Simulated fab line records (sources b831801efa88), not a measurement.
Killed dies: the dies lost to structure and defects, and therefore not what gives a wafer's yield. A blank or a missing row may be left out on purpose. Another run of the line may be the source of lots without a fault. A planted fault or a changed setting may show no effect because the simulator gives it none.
fab line records	flow sky130	part 1 of 2: steps 1 to 43 of 44
record lots=6	wafers=18	last-day=50
route steps=708 shown VIA3@588 METAL4@598 CAP2M@603 PAD_OPEN@708
lots with no fault: from the same line, run without faults
start-h: start of the lot's first displayed wafer, in hours after the record's first day	wait-h: time in hours since the lot's previous step	" as in the row above	L1.1+2: one row covering several wafers at once	- no value, or no start was given	* or withheld: withheld	< > ~ a bound
route shown NAME@n: names a module that has steps shown in the file, with the first one's number in the route	usual: mean/standard deviation of fault-free wafers	same: alike in all rows	chamber/n: place in a boat	sites: the reading at each site	_std_site: their standard deviation	_edge_site: mean of outer sites minus mean of inner sites	radius-mm: how far each site lies from the wafer's centre	mask NAME#n: copy n	behind: the tool/chamber that last shaped the wafer	hold: why the lot went on hold/how many hours it stayed there/how the hold came to an end	device: the n, p or np transistor that did not switch	end of line: the route-end tests of the same wafers	a step with no rows: only its recipe	killed: not the wafer's yield, but the dies lost to structure and defects at the first sort	map: the dies of a wafer, with x for killed, . for not killed, _ for no die there
set.NAME: the run value of the setting; set.NAME@STEP: its run value at that earlier step	model.NAME: the simulator's own value behind a step, which no gauge read
lots at some steps of the route; a table a step, a row a wafer
services: when a tool's chamber went out of use (start-h, in hours from the record's first day, below 0 if earlier), for how many hours, and the reason
## steps
# step SKY_VIA3_ETCH_15
# recipe target=SiO2	chemistry=C4F8/O2/Ar	target-depth-nm=507	stop-on=TiN	mask-material=KrF-thick	source-w=1500	bias-w=1200	pressure-mtorr=40	c4f8-flow-sccm=withheld	O2_flow_sccm=6	Ar_flow_sccm=300	time-s=78
# step SKY_VIA3_STRIP_16
# recipe chemistry=O2/N2	power-w=1400	pressure-mtorr=1500	platen-temp-c=withheld	o2-flow-sccm=3000	n2-flow-sccm=300	overash-fraction=0.5
# step SKY_VIA3_STRIP_17
# recipe chemistry=post-etch-residue-remover	time-s=1200	temp-c=72.5
# step SKY_VIA3_CLEAN_18
# recipe chemistry=IPA	time-s=180	temp-c=25
# step SKY_VIA3_CLEAN_19
# recipe chemistry=O3/DIW	dry=n2-spin
# step SKY_VIA3_SPUTTER_20
# recipe material=TiN	target-thk-nm=20	chamber-pressure-pa=5	power-w=4000	time-s=80
# step SKY_VIA3_CVD_21
# recipe material=W	target-thk-nm=390	time-s=117.31	temp-c=400	pressure-torr=40
# step SKY_VIA3_RS_MEAS_22
# recipe thk-meas-gauge=four-point-probe	reads=W_of_VIA3_CVD_21+TiN_of_VIA3_SPUTTER_20
# usual VIA3_W_RS=0.297/0.0035
lot.wafer	tool	chamber	start-h	wait-h	VIA3_W_RS[ohm/sq]
L993.2	film-metro-04	-	971.27	0.1	0.308
L993.3	"	-	"	"	0.308
L993.5	"	-	"	"	0.301
L997.3	film-metro-01	-	995.98	0.1	0.294
L997.4	"	-	"	"	0.293
L997.5	"	-	"	"	0.292
L999.2	film-metro-03	-	1021.33	0.1	0.300
L999.3	"	-	"	"	0.297
L999.6	"	-	"	"	0.299
L104.3	film-metro-04	-	1044.50	0.2	0.297
L104.4	"	-	"	"	0.297
L104.6	"	-	"	"	0.293
L108.3	film-metro-01	-	1067.75	0.1	0.300
L108.4	"	-	"	"	0.293
L108.5	"	-	"	"	0.298
L109.3	film-metro-01	-	1079.94	0.1	0.294
L109.4	"	-	"	"	0.296
L109.5	"	-	"	"	0.297
# step SKY_VIA3_THK_MEAS_23
# recipe thk-meas-gauge=xrf	reads=W_of_VIA3_CVD_21
# usual VIA3_W_THK=393/6.3
lot.wafer	tool	chamber	start-h	wait-h	VIA3_W_THK[nm]
L993.2	film-metro-04	-	971.38	0.1	375
L993.3	"	-	"	"	378
L993.5	"	-	"	"	386
L997.3	film-metro-01	-	996.08	0.1	396
L997.4	"	-	"	"	397
L997.5	"	-	"	"	400
L999.2	film-metro-03	-	1021.44	0.1	391
L999.3	"	-	"	"	401
L999.6	"	-	"	"	394
L104.3	film-metro-04	-	1044.60	0.1	392
L104.4	"	-	"	"	392
L104.6	"	-	"	"	395
L108.3	film-metro-01	-	1067.85	0.1	392
L108.4	"	-	"	"	404
L108.5	"	-	"	"	397
L109.3	film-metro-01	-	1080.04	0.1	405
L109.4	"	-	"	"	400
L109.5	"	-	"	"	402
# step SKY_VIA3_CMP_24
# recipe stop-on=SiO2	t-overpolish-s=20	down-force-psi=3.5	platen-rpm=60	target-thk-nm=0	pad-velocity-m-s=0.94248
# usual motor-current-A=10.6/1.1	overpolish-run-s=20.000/0.0095	platen-rpm=60.00/0.045	retaining-ring-pressure-frac=1.001/0.0052	time-to-endpoint-s=92/5.4
lot.wafer	tool	chamber	start-h	wait-h	motor-current-A	overpolish-run-s	platen-rpm	retaining-ring-pressure-frac	time-to-endpoint-s
L993.2	cmp-01	0	971.48	0.1	9.5	20.009	60.05	1.007	79
L993.3	"	2	"	"	12.1	19.987	60.00	1.004	85
L993.5	"	3	"	"	10.9	20.015	59.98	0.996	84
L997.3	cmp-02	0	996.12	0.0	11.6	20.004	59.89	1.003	86
L997.4	"	1	"	"	10.5	20.009	59.96	1.002	89
L997.5	"	0	"	"	11.5	20.014	59.98	0.998	85
L999.3	cmp-02	2	1021.49	0.0	10.1	20.003	60.03	0.999	97
L999.2	"	0	"	"	12.9	19.998	60.01	1.002	92
L999.6	"	3	"	"	9.1	19.993	59.96	1.005	102
L104.4	cmp-01	0	1044.64	0.0	9.7	20.001	59.91	0.995	84
L104.3	"	2	"	"	13.0	20.004	59.90	0.997	91
L104.6	"	0	"	"	9.1	20.001	59.96	1.003	86
L108.3	cmp-02	1	1067.89	0.0	10.9	19.996	59.96	1.000	98
L108.4	"	0	"	"	11.9	19.999	59.91	1.001	94
L108.5	"	2	"	"	10.0	19.991	60.01	1.000	100
L109.4	cmp-02	2	1080.15	0.1	9.7	20.012	59.99	0.998	96
L109.3	"	0	"	"	11.1	19.988	60.06	1.005	91
L109.5	"	2	"	"	10.0	19.990	59.98	0.995	96
# step SKY_METAL4_SPUTTER_00
# recipe material=Ti	target-thk-nm=15	power-w=3000	time-s=10.35	chamber-pressure-pa=0.4
# step SKY_METAL4_SPUTTER_01
# recipe material=TiN	target-thk-nm=20	power-w=6500	time-s=16.7	chamber-pressure-pa=0.4
# step SKY_METAL4_SPUTTER_02
# recipe material=AlCu	target-thk-nm=735	power-w=10600	time-s=39.1	chamber-pressure-pa=0.4
# usual cathode-dc-power-W=10600/1.9	chamber-pressure-pa=0.3999/0.00077	throttle-valve-pct=29.7/1.3
lot.wafer	tool	chamber	start-h	wait-h	cathode-dc-power-W	chamber-pressure-pa	throttle-valve-pct	model.AlCu_of_METAL4_SPUTTER_02.thk-nm
L993.2	pvd-sputter-01	-	971.78	0.0	10599	0.4006	31.0	742.6
L993.3	"	-	"	"	10602	0.3993	32.1	741.9
L993.5	"	-	"	"	10601	0.3988	29.1	731
L997.3	pvd-sputter-03	-	996.47	0.0	10601	0.3992	30.2	736.8
L997.4	"	-	"	"	10600	0.4008	29.8	745.1
L997.5	"	-	"	"	10599	0.4001	29.3	741.2
L999.2	pvd-sputter-02	-	1021.84	0.0	10599	0.3996	29.4	712.6
L999.3	"	-	"	"	10602	0.3998	28.1	736.6
L999.6	"	-	"	"	10601	0.4390	27.8	727.2
L104.3	pvd-sputter-02	-	1044.99	0.0	10599	0.4006	28.2	742.1
L104.4	"	-	"	"	10597	0.4384	27.8	743.6
L104.6	"	-	"	"	10601	0.4382	27.6	743
L108.3	pvd-sputter-03	-	1068.23	0.0	10600	0.4003	29.7	745.7
L108.4	"	-	"	"	10601	0.3990	30.0	754.4
L108.5	"	-	"	"	10600	0.3987	30.1	753
L109.3	pvd-sputter-01	-	1080.45	0.0	10596	0.3999	32.3	737.9
L109.4	"	-	"	"	10600	0.3993	29.0	731
L109.5	"	-	"	"	10600	0.4006	32.0	738.4
# step SKY_METAL4_SPUTTER_03
# recipe material=Ti	target-thk-nm=5	power-w=3000	time-s=3.3	chamber-pressure-pa=0.4
# usual cathode-dc-power-W=3000.0/0.58	chamber-pressure-pa=0.4000/0.00082	throttle-valve-pct=29.7/1.3
lot.wafer	tool	chamber	start-h	wait-h	cathode-dc-power-W	chamber-pressure-pa	throttle-valve-pct
L993.2	pvd-sputter-01	-	971.82	0.0	3000.9	0.3998	30.8
L993.3	"	-	"	"	3000.2	0.3999	31.9
L993.5	"	-	"	"	3000.0	0.3996	29.0
L997.3	pvd-sputter-03	-	996.51	0.0	3000.6	0.4015	30.1
L997.4	"	-	"	"	3001.3	0.4002	29.7
L997.5	"	-	"	"	3001.1	0.3995	29.3
L999.2	pvd-sputter-02	-	1021.88	0.0	3000.4	0.4002	29.3
L999.3	"	-	"	"	2999.5	0.4001	28.3
L999.6	"	-	"	"	3000.7	0.3993	29.2
L104.3	pvd-sputter-02	-	1045.03	0.0	3000.1	0.4012	28.3
L104.4	"	-	"	"	2999.8	0.3997	29.2
L104.6	"	-	"	"	2999.8	0.4002	29.2
L108.3	pvd-sputter-03	-	1068.27	0.0	2999.1	0.3991	29.6
L108.4	"	-	"	"	3000.3	0.3996	30.0
L108.5	"	-	"	"	3000.7	0.4008	30.2
L109.3	pvd-sputter-01	-	1080.49	0.0	3000.4	0.4002	32.0
L109.4	"	-	"	"	3000.4	0.4002	28.9
L109.5	"	-	"	"	2999.4	0.3996	32.1
# step SKY_METAL4_SPUTTER_04
# recipe material=TiN	target-thk-nm=70	power-w=6500	time-s=58.3	chamber-pressure-pa=0.4
# usual cathode-dc-power-W=6500.0/1.2	chamber-pressure-pa=0.4001/0.0007	throttle-valve-pct=29.7/1.3
lot.wafer	tool	chamber	start-h	wait-h	cathode-dc-power-W	chamber-pressure-pa	throttle-valve-pct
L993.2	pvd-sputter-01	-	971.84	0.0	6498.2	0.4006	30.9
L993.3	"	-	"	"	6500.8	0.3997	31.7
L993.5	"	-	"	"	6499.2	0.4003	29.3
L997.3	pvd-sputter-03	-	996.53	0.0	6500.1	0.3994	30.1
L997.4	"	-	"	"	6498.0	0.4005	29.6
L997.5	"	-	"	"	6500.5	0.4001	29.6
L999.2	pvd-sputter-02	-	1021.89	0.0	6500.0	0.4000	29.2
L999.3	"	-	"	"	6503.0	0.3997	28.2
L999.6	"	-	"	"	6499.5	0.3998	29.4
L104.3	pvd-sputter-02	-	1045.05	0.0	6500.4	0.3999	28.2
L104.4	"	-	"	"	6501.7	0.3997	29.1
L104.6	"	-	"	"	6501.5	0.4003	29.2
L108.3	pvd-sputter-03	-	1068.29	0.0	6499.3	0.4015	29.4
L108.4	"	-	"	"	6501.2	0.3992	29.9
L108.5	"	-	"	"	6500.1	0.3998	30.0
L109.3	pvd-sputter-01	-	1080.51	0.0	6498.0	0.4005	32.0
L109.4	"	-	"	"	6499.8	0.4006	28.9
L109.5	"	-	"	"	6499.4	0.4000	31.9
# step SKY_CAP2M_CVD_00
# recipe material=SiO2	target-thk-nm=15.5	temp-c=400	time-s=withheld	rf-w=450
# usual heater-power-w=684/99
lot.wafer	tool	chamber	start-h	wait-h	heater-power-w
L993.2	pecvd-03	1	971.89	0.0	678
L993.3	"	0	"	"	680
L993.5	"	1	"	"	685
L997.3	pecvd-01	2	996.58	0.0	747
L997.4	"	0	"	"	767
L997.5	"	2	"	"	768
L999.2	pecvd-01	1	1021.94	0.0	524
L999.3	"	2	"	"	770
L999.6	"	0	"	"	668
L104.3	pecvd-03	1	1045.10	0.0	673
L104.4	"	0	"	"	636
L104.6	"	1	"	"	651
L108.3	pecvd-02	0	1068.34	0.0	758
L108.4	"	2	"	"	670
L108.5	"	1	"	"	840
L109.3	pecvd-01	2	1080.56	0.0	800
L109.4	"	2	"	"	795
L109.5	"	0	"	"	703
# step SKY_CAP2M_THK_MEAS_01
# recipe reads=SiO2_of_CAP2M_CVD_00
# usual CAP2M_CVD_00_THK=15.53/0.24
lot.wafer	tool	chamber	start-h	wait-h	CAP2M_CVD_00_THK[nm]
L993.2	film-metro-01	-	971.92	-	15.75
L993.3	"	-	"	"	15.32
L993.5	"	-	"	"	15.98
L997.3	film-metro-02	-	996.62	-	15.36
L997.4	"	-	"	"	15.38
L997.5	"	-	"	"	15.28
L999.2	film-metro-02	-	1021.98	-	15.42
L999.3	"	-	"	"	14.93
L999.6	"	-	"	"	15.57
L104.3	film-metro-04	-	1045.14	-	15.45
L104.4	"	-	"	"	15.66
L104.6	"	-	"	"	15.59
L108.3	film-metro-04	-	1068.38	-	15.46
L108.4	"	-	"	"	15.65
L108.5	"	-	"	"	15.76
L109.3	film-metro-02	-	1080.60	-	15.10
L109.4	"	-	"	"	15.32
L109.5	"	-	"	"	15.68
# step SKY_CAP2M_SPUTTER_02
# recipe material=TiN	target-thk-nm=200	temp-c=300	power-w=6244	time-s=166.7	chamber-pressure-pa=0.4
# step SKY_CAP2M_RS_MEAS_03
# recipe thk-meas-gauge=four-point-probe	reads=TiN_of_CAP2M_SPUTTER_02
# usual CAP2M_TIN_RS=7.21/0.1
lot.wafer	tool	chamber	start-h	wait-h	CAP2M_TIN_RS[ohm/sq]
L993.2	film-metro-02	-	972.10	0.1	7.23
L993.3	"	-	"	"	7.17
L993.5	"	-	"	"	7.14
L997.3	film-metro-01	-	996.81	0.1	7.22
L997.4	"	-	"	"	7.26
L997.5	"	-	"	"	7.19
L999.2	film-metro-04	-	1022.15	0.1	7.11
L999.3	"	-	"	"	7.12
L999.6	"	-	"	"	7.05
L104.3	film-metro-02	-	1045.33	0.1	7.02
L104.4	"	-	"	"	7.07
L104.6	"	-	"	"	7.16
L108.3	film-metro-02	-	1068.57	0.1	7.06
L108.4	"	-	"	"	7.04
L108.5	"	-	"	"	7.00
L109.3	film-metro-04	-	1080.79	0.1	7.03
L109.4	"	-	"	"	7.06
L109.5	"	-	"	"	7.09
# step SKY_CAP2M_THK_MEAS_04
# recipe thk-meas-gauge=xrf	reads=TiN_of_CAP2M_SPUTTER_02
# usual CAP2M_TIN_THK=190.1/2.6
lot.wafer	tool	chamber	start-h	wait-h	CAP2M_TIN_THK[nm]
L993.2	film-metro-02	-	972.21	0.1	189.0
L993.3	"	-	"	"	190.5
L993.5	"	-	"	"	192.6
L997.3	film-metro-01	-	996.91	0.1	190.0
L997.4	"	-	"	"	188.6
L997.5	"	-	"	"	191.2
L999.2	film-metro-04	-	1022.26	0.1	192.2
L999.3	"	-	"	"	191.5
L999.6	"	-	"	"	194.3
L104.3	film-metro-02	-	1045.43	0.1	193.8
L104.4	"	-	"	"	192.5
L104.6	"	-	"	"	189.6
L108.3	film-metro-02	-	1068.67	0.1	193.6
L108.4	"	-	"	"	195.1
L108.5	"	-	"	"	195.3
L109.3	film-metro-04	-	1080.89	0.1	196.1
L109.4	"	-	"	"	194.4
L109.5	"	-	"	"	194.0
# step SKY_CAP2M_DEHYDRATE_05
# recipe temp-c=200	time-s=60
# step SKY_CAP2M_HMDS_06
# recipe prime-time-s=60	prime-temp-c=120
# step SKY_CAP2M_COAT_07
# recipe resist=NOVOLAK	spin-rpm=3000	resist-thk-nm=1140
# step SKY_CAP2M_SOFTBAKE_08
# recipe temp-c=90	time-s=60	resist=NOVOLAK
# step SKY_CAP2M_EXPOSE_09
# recipe mask-id=CAP2M	na=0.6	source-shape=conventional	sigma-outer=0.6	polarization=unpolarized	target-cd-nm=1000	dose-mj=159
# step SKY_CAP2M_PEB_10
# recipe temp-c=withheld	time-s=*	resist=NOVOLAK
# step SKY_CAP2M_DEVELOP_11
# recipe resist=NOVOLAK	developer=TMAH	develop-time-s=60	dev-temp-c=23
# step SKY_CAP2M_OVL_MEAS_12
# usual CAP2M_OVL=-0.7/1.7
lot.wafer	tool	chamber	start-h	wait-h	CAP2M_OVL[nm]
L993.2	overlay-01	-	996.03	0.1	-0.2
L993.3	"	-	"	"	1.0
L993.5	"	-	"	"	0.3
L997.3	overlay-02	-	1020.09	0.1	-0.6
L997.4	"	-	"	"	2.4
L997.5	"	-	"	"	0.1
L999.2	overlay-02	-	1044.67	0.1	0.0
L999.3	"	-	"	"	1.0
L999.6	"	-	"	"	0.3
L104.3	overlay-01	-	1066.39	0.1	-2.2
L104.4	"	-	"	"	-2.8
L104.6	"	-	"	"	-1.4
L108.3	overlay-02	-	1089.63	0.1	-1.1
L108.4	"	-	"	"	-1.1
L108.5	"	-	"	"	-0.5
L109.3	overlay-01	-	1101.68	0.1	0.4
L109.4	"	-	"	"	1.3
L109.5	"	-	"	"	-1.4
# step SKY_CAP2M_METAL_ETCH_13
# recipe target-depth-nm=220	stop-on=SiO2	chemistry=Cl2/BCl3	target=TiN	pressure-mtorr=10	icp-w=900	bias-w=48.5	Cl2_flow_sccm=60	bcl3-flow-sccm=30	time-s=62.9
# usual drypump-motor-current-A=5.8/0.37	oes-product-au=0.919/0.009	throttle-valve-pct=21.917/0.011
lot.wafer	tool	chamber	start-h	wait-h	drypump-motor-current-A	oes-product-au	rf-hours-counter-h	throttle-valve-pct
L993.2	rie-metal-04	1	996.06	0.0	6.3	0.914	16	21.923
L993.3	"	0	"	"	6.2	0.919	-	21.905
L993.5	"	0	"	"	6.1	0.917	-	21.902
L997.3	rie-metal-02	1	1020.14	0.0	5.8	0.926	-	21.916
L997.4	"	0	"	"	5.5	0.911	-	21.931
L997.5	"	0	"	"	5.5	0.920	-	21.915
L999.2	rie-metal-03	1	1044.70	0.0	5.4	0.928	1	21.918
L999.3	"	1	"	"	5.4	0.935	-	21.902
L999.6	"	1	"	"	5.4	0.938	-	21.909
L104.3	rie-metal-02	0	1066.44	0.0	5.5	0.932	-	21.896
L104.4	"	1	"	"	5.8	0.929	-	21.924
L104.6	"	1	"	"	5.8	0.920	-	21.906
L108.3	rie-metal-02	1	1089.68	0.0	5.8	0.933	-	21.905
L108.4	"	0	"	"	5.5	0.929	-	21.903
L108.5	"	0	"	"	5.5	0.934	-	21.903
L109.3	rie-metal-04	1	1101.73	0.0	6.4	0.927	-	21.913
L109.4	"	0	"	"	6.2	0.931	-	21.913
L109.5	"	0	"	"	6.2	0.936	-	21.907
# step SKY_CAP2M_STRIP_14
# recipe chemistry=O2/N2	power-w=1400	pressure-mtorr=1500	platen-temp-c=withheld	o2-flow-sccm=3000	n2-flow-sccm=300	overash-fraction=0.5
# step SKY_CAP2M_STRIP_15
# recipe chemistry=post-etch-residue-remover	time-s=1200	temp-c=72.5
# step SKY_CAP2M_CLEAN_16
# recipe chemistry=IPA	time-s=180	temp-c=25
# step SKY_CAP2M_CLEAN_17
# recipe chemistry=O3/DIW	dry=n2-spin
# step SKY_METAL4_DEHYDRATE_05
# recipe temp-c=200	time-s=60
# step SKY_METAL4_HMDS_06
# recipe prime-time-s=60	prime-temp-c=120
# step SKY_METAL4_COAT_07
# recipe resist=BARC	temp-c=withheld	time-s=withheld	spin-rpm=3000	resist-thk-nm=60
# step SKY_METAL4_COAT_08
# recipe resist=KrF-thick	spin-rpm=3000	resist-thk-nm=1140
# step SKY_METAL4_SOFTBAKE_09
# recipe temp-c=100	time-s=90	resist=KrF-thick
# step SKY_METAL4_EXPOSE_10
# recipe mask-id=MM4	na=0.68	source-shape=annular	sigma-inner=0.4	sigma-outer=0.8	target-cd-nm=300	dose-mj=28
# step SKY_METAL4_PEB_11
# recipe peb-temp-c=withheld	peb-time-s=withheld	resist=KrF-thick
# step SKY_METAL4_DEVELOP_12
# recipe develop-time-s=60	resist=KrF-thick	dev-temp-c=20.64
# step SKY_METAL4_CD_MEAS_13
# recipe target-cd-nm=300
# usual cd-nm=300.2/1.5
lot.wafer	tool	chamber	start-h	wait-h	cd-nm
L993.2	cd-sem-02	-	1019.90	-	302.9
L993.3	"	-	"	"	301.5
L993.5	"	-	"	"	300.4
L997.3	cd-sem-01	-	1043.06	-	300.3
L997.4	"	-	"	"	300.6
L997.5	"	-	"	"	299.9
L999.2	cd-sem-02	-	1066.74	-	301.0
L999.3	"	-	"	"	301.4
L999.6	"	-	"	"	301.6
L104.3	cd-sem-02	-	1088.61	-	300.8
L104.4	"	-	"	"	302.0
L104.6	"	-	"	"	300.6
L108.3	cd-sem-01	-	1110.35	-	298.5
L108.4	"	-	"	"	300.1
L108.5	"	-	"	"	299.6
L109.3	cd-sem-02	-	1122.47	-	299.2
L109.4	"	-	"	"	298.6
L109.5	"	-	"	"	299.1
# step SKY_METAL4_METAL_ETCH_18
# recipe target-depth-a=8450	stop-on=SiO2	over-etch-frac=0.3	time-s=183.1	chemistry=Cl2/BCl3	resist-sidewall-deg=88	pressure-mtorr=10	icp-w=900	bias-w=48.5	Cl2_flow_sccm=60	bcl3-flow-sccm=30
# usual drypump-motor-current-A=5.48/0.29	oes-product-au=0.866/0.0075	throttle-valve-pct=22.264/0.0095
lot.wafer	tool	chamber	start-h	wait-h	drypump-motor-current-A	oes-product-au	rf-hours-counter-h	throttle-valve-pct	model.METAL4.feature-depth-nm	model.etch.depth-nm
L993.2	rie-metal-01	1	1020.25	0.1	5.09	0.877	-	22.272	872.7	872.7
L993.3	"	1	"	"	5.06	0.871	-	22.257	872.5	872.5
L993.5	"	1	"	"	5.09	0.853	-	22.253	860.4	860.4
L997.3	rie-metal-03	1	1043.39	0.1	5.44	0.867	-	22.266	866.2	866.2
L997.4	"	0	"	"	5.47	0.864	-	22.277	876.6	876.6
L997.5	"	0	"	"	5.46	0.867	-	22.267	872.8	872.8
L999.2	rie-metal-01	1	1067.03	0.0	5.10	0.856	24	22.269	843.1	843.1
L999.3	"	0	"	"	5.87	0.855	-	22.259	867.4	867.4
L999.6	"	0	"	"	5.88	0.860	-	22.255	855.8	855.8
L104.3	rie-metal-03	0	1088.94	0.1	5.45	0.864	-	22.272	871.6	871.6
L104.4	"	1	"	"	5.39	0.869	-	22.266	872.5	872.5
L104.6	"	0	"	"	5.45	0.878	-	22.263	871.2	871.2
L108.3	rie-metal-02	1	1110.72	0.1	5.79	0.871	-	22.265	877.4	877.4
L108.4	"	0	"	"	5.47	0.877	-	22.263	885.5	885.5
L108.5	"	0	"	"	5.52	0.877	-	22.248	884.3	884.3
L109.3	rie-metal-02	0	1122.80	0.1	5.53	0.860	-	22.268	869.1	869.1
L109.4	"	1	"	"	5.80	0.862	-	22.260	862.1	862.1
L109.5	"	1	"	"	5.80	0.865	-	22.242	869.2	869.2
## key
first-sign step=SKY_METAL4_SPUTTER_02	reading=chamber-pressure-pa	direction=up	sigmas=50	usual=0.3999	struck=0.4385
effect none on later readings
model-effect step=SKY_METAL4_SPUTTER_02	value=AlCu_of_METAL4_SPUTTER_02.thk-nm	without=752.4	struck=737.9
model-effect step=SKY_METAL4_METAL_ETCH_18	value=METAL4.feature-depth-nm	without=881	struck=866.5
met-at SKY_METAL4_SPUTTER_02
struck-wafers L999.6,L104.4,L104.6
fault kind=process-parameter-drift	tool=pvd-sputter-02	chamber=-	onset-h=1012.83	steps=SKY_METAL4_SPUTTER_02	channel=chamber-pressure-pa	offset=0.038127	shape=step	end-h=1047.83	acts-in=these-recipes-only	stated=0.4	scope=struck-wafers-only
